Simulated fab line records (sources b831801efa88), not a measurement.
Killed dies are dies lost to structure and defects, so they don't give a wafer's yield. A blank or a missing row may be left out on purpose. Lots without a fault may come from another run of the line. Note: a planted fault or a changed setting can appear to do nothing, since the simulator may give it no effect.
Which tool is to blame? | flow gf180mcu | Sampling: 13 lots, 39 wafers, 6 of 602 route steps

WHAT THE GAUGES SHOWED, per wafer
GF_HV_LDD_TW_MEAS_38. Usual: for HV_LDD_3_TW the level is 1425 and the standard deviation is 10.
lot  | measured     | on            | HV_LDD_3_TW    | flag
L567 | day 11 17:25 | film metro-02 | 1434 1429 1422 |
L568 | day 11 19:52 | film metro-01 | 1434 1443 1439 |
L569 | day 12 06:20 | film metro-04 | 1408 1404 1402 |
L570 | day 12 11:27 | film metro-01 | 1439 1432 1421 |
L571 | day 12 21:39 | film metro-02 | 1432 1435 1434 |
L572 | day 13 15:59 | film metro-04 | 1416 1414 1418 |
L574 | day 14 00:13 | film metro-01 | 1434 1437 1430 |
L576 | day 14 18:04 | film metro-04 | 1414 1423 1422 |
L578 | day 15 08:41 | film metro-02 | 1422 1423 1419 |
L579 | day 15 17:21 | film metro-02 | 1419 1423 1427 |
L585 | day 17 18:16 | film metro-02 | 1378 1382 1384 | OFF
L587 | day 18 03:51 | film metro-04 | 1376 1375 1377 | OFF
L589 | day 19 01:26 | film metro-02 | 1375 1378 1385 | OFF

GF_HV_LDD_RS_MEAS_53: measurement is done with a four-point probe. Usual: for HV_LDD_RS the level is 418.1 ohm/sq and the standard deviation is 0.88.
lot  | measured     | on            | HV_LDD_RS (ohm/sq) | flag
L567 | day 12 12:35 | film metro-02 | 418.4 419.3 418.8  |
L568 | day 12 15:30 | film metro-04 | 418.8 418.7 419.2  |
L569 | day 13 01:59 | film metro-04 | 419.0 417.7 417.7  |
L570 | day 13 08:05 | film metro-02 | 417.8 417.7 418.2  |
L571 | day 13 18:16 | film metro-01 | 417.9 417.4 417.8  |
L572 | day 14 12:15 | film metro-04 | 417.2 417.6 417.5  |
L574 | day 14 20:51 | film metro-04 | 417.4 417.9 417.1  |
L576 | day 15 16:02 | film metro-04 | 418.7 419.5 418.9  |
L578 | day 16 07:34 | film metro-04 | 419.8 419.0 418.6  |
L579 | day 16 15:34 | film metro-02 | 418.6 417.3 419.3  |
L585 | day 18 17:35 | film metro-02 | 425.5 425.2 425.7  | OFF
L587 | day 19 04:19 | film metro-02 | 423.9 425.9 424.1  | OFF
L589 | day 20 02:18 | film metro-02 | 423.7 423.2 423.4  | OFF

GF_V2_BOW_MEAS_05. Usual: for V2_BOW the level is 100 um and the standard deviation is 7.7.
lot  | measured     | on            | V2_BOW (um) | flag
L567 | day 19 09:17 | film metro-02 | 114 102 103 |
L568 | day 19 12:22 | film metro-01 | 97 100 100  |
L569 | day 19 23:39 | film metro-02 | 94 88 92    |
L570 | day 20 08:19 | film metro-02 | 95 119 107  |
L571 | day 20 18:07 | film metro-01 | 96 110 108  |
L572 | day 21 17:26 | film metro-02 | 101 109 103 |
L574 | day 22 01:26 | film metro-04 | 90 104 110  |
L576 | day 22 23:39 | film metro-02 | 107 109 118 |
L578 | day 23 17:39 | film metro-02 | 102 91 77   |
L579 | day 23 22:36 | film metro-01 | 87 95 88    |
L585 | day 25 22:39 | film metro-01 | 94 96 92    |
L587 | day 26 06:40 | film metro-02 | 105 88 105  |
L589 | day 27 03:01 | film metro-04 | 101 110 106 |

GF_M3_RS_MEAS_05: measurement is done with a four-point probe. Usual: for M3_ALCU_RS the level is 0.0694 ohm/sq and the standard deviation is 0.00069.
lot  | measured     | on            | M3_ALCU_RS (ohm/sq)  | flag
L567 | day 20 11:19 | film metro-03 | 0.0692 0.0694 0.0689 |
L568 | day 20 14:37 | film metro-03 | 0.0680 0.0692 0.0683 |
L569 | day 21 01:37 | film metro-04 | 0.0699 0.0701 0.0690 |
L570 | day 21 09:47 | film metro-04 | 0.0702 0.0690 0.0700 |
L571 | day 21 19:43 | film metro-04 | 0.0687 0.0686 0.0700 |
L572 | day 22 19:37 | film metro-04 | 0.0699 0.0690 0.0696 |
L574 | day 23 02:35 | film metro-04 | 0.0700 0.0703 0.0702 |
L576 | day 24 00:27 | film metro-04 | 0.0694 0.0689 0.0704 |
L578 | day 24 17:35 | film metro-01 | 0.0689 0.0693 0.0691 |
L579 | day 24 22:32 | film metro-03 | 0.0694 0.0691 0.0695 |
L585 | day 26 22:50 | film metro-04 | 0.0688 0.0699 0.0691 |
L587 | day 27 05:05 | film metro-03 | 0.0698 0.0694 0.0693 |
L589 | day 28 00:56 | film metro-03 | 0.0686 0.0695 0.0687 |

GF_M4_OVL_MEAS_15. Usual: for M4_OVL the level is -2 nm and the standard deviation is 6.
lot  | measured     | on         | M4_OVL (nm) | flag
L567 | day 23 14:43 | overlay-02 | -10 -12 -3  |
L568 | day 23 16:44 | overlay-02 | -7 -2 2     |
L569 | day 24 01:53 | overlay-01 | 0 -1 -2     |
L570 | day 24 09:20 | overlay-02 | -3 0 -5     |
L571 | day 24 19:02 | overlay-02 | 8 1 10      |
L572 | day 25 17:41 | overlay-02 | 5 3 7       |
L574 | day 26 01:04 | overlay-02 | 2 -10 -2    |
L576 | day 26 20:45 | overlay-01 | -3 4 -6     |
L578 | day 27 10:42 | overlay-01 | -3 -9 -13   |
L579 | day 27 16:09 | overlay-01 | 2 -2 1      |
L585 | day 29 13:41 | overlay-01 | -11 -3 -2   |
L587 | day 29 18:11 | overlay-01 | -7 -13 1    |
L589 | day 30 12:40 | overlay-02 | -9 -3 -9    |

EACH LOT AND THE TOOL THAT RAN IT (in order: tool; ch and the chambers of the sampled wafers; start)
lot  | GF_HV_LDD_IMPLANT_34
L567 | implanter-01 ch 0, day 11 16:53
L568 | implanter-03 ch 0, day 11 19:20
L569 | implanter-04 ch 0, day 12 05:47
L570 | implanter-03 ch 0, day 12 10:56
L571 | implanter-01 ch 0, day 12 21:07
L572 | implanter-01 ch 0, day 13 15:27
L574 | implanter-04 ch 0, day 13 23:42
L576 | implanter-01 ch 0, day 14 17:32
L578 | implanter-04 ch 0, day 15 08:08
L579 | implanter-03 ch 0, day 15 16:48
L585 | implanter-03 ch 0, day 17 17:45
L587 | implanter-03 ch 0, day 18 03:19
L589 | implanter-03 ch 0, day 19 00:53
- GF_HV_LDD_IMPLANT_34

WHAT THE TOOLS THEMSELVES READ (means of the sampled wafers that have a number; where no wafer has one, the mark that the record gives instead)
GF_HV_LDD_IMPLANT_34. Usual: dose ions cm2 7.498e+12, standard deviation 7.4e+09; end station pressure torr 5.03e-06 Torr, standard deviation 2.7e-07; faraday current uA 42.4, standard deviation 0.82; rotation deg 90.008 degrees, standard deviation 0.027.
lot  | tool         | dose ions cm2 | end station pressure torr (Torr) | faraday current uA | rotation deg (degrees) | flag
L567 | implanter-01 | 7.504e+12     | 4.91e-06                         | 42.0               | 89.969                 |
L568 | implanter-03 | 7.502e+12     | 5.22e-06                         | 42.0               | 90.000                 |
L569 | implanter-04 | 7.491e+12     | 5.00e-06                         | 41.6               | 90.018                 |
L570 | implanter-03 | 7.503e+12     | 5.09e-06                         | 41.3               | 90.015                 |
L571 | implanter-01 | 7.504e+12     | 5.06e-06                         | 42.8               | 90.020                 |
L572 | implanter-01 | 7.503e+12     | 5.02e-06                         | 42.5               | 90.027                 |
L574 | implanter-04 | 7.497e+12     | 4.94e-06                         | 42.7               | 89.997                 |
L576 | implanter-01 | 7.499e+12     | 4.91e-06                         | 42.0               | 90.055                 |
L578 | implanter-04 | 7.488e+12     | 5.22e-06                         | 42.8               | 90.011                 |
L579 | implanter-03 | 7.496e+12     | 4.92e-06                         | 42.3               | 90.001                 |
L585 | implanter-03 | 4.841e+12     | 5.12e-06                         | 27.5               | 89.995                 | OFF
L587 | implanter-03 | 4.838e+12     | 4.75e-06                         | 27.5               | 89.996                 | OFF
L589 | implanter-03 | 4.833e+12     | 5.26e-06                         | 27.3               | 90.013                 | OFF

THE ANSWER, worked out from the rows above alone
Rule: lot off if the mean of its wafers having a number is beyond 3 standard deviations from the usual mean. A lot without any number at a reading at which 4 lots or more have one is off too. All remaining lots with rows at the step are treated as sound. Order of review: gauges by route order, followed by the tools' own readings, for which a lot's mean as printed above is used. At the first step where some lot is off, the reading lying furthest off is the one used; lots without a number count as furthest.
Off: at GF_HV_LDD_TW_MEAS_38 (HV_LDD_3_TW), L585, L587, L589.
If a tool, at a process step before that reading, ran all the lots that are off and no sound lot after the first of them, it fits. The gauges at GF_HV_LDD_TW_MEAS_38 aren't tried: what is off there is off at GF_HV_LDD_IMPLANT_34 too, on other tools, and a gauge's error can't cause that. One candidate fits, namely implanter-03 at GF_HV_LDD_IMPLANT_34. A fault onset in the window from L579 (day 15 16:48, its last sound lot) to L585 (day 17 17:45, its first lot off) fits.
The tool's own readings at GF_HV_LDD_IMPLANT_34 bear it out: on the lots that are off they differ by more than 5 times the standard deviation of the sound lots' means. dose ions cm2 reads 4.837e+12 there against 7.499e+12 on the sound lots; faraday current uA reads 27.4 there against 42.2 on the sound lots.

WHAT HAD BEEN PUT IN BY THE SIMULATOR
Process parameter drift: implanter-03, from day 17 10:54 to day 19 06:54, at GF_HV_LDD_IMPLANT_34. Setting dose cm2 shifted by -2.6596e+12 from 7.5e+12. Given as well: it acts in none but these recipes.
Lots struck among those shown: L585, L587, L589. Same finding as the rule above.
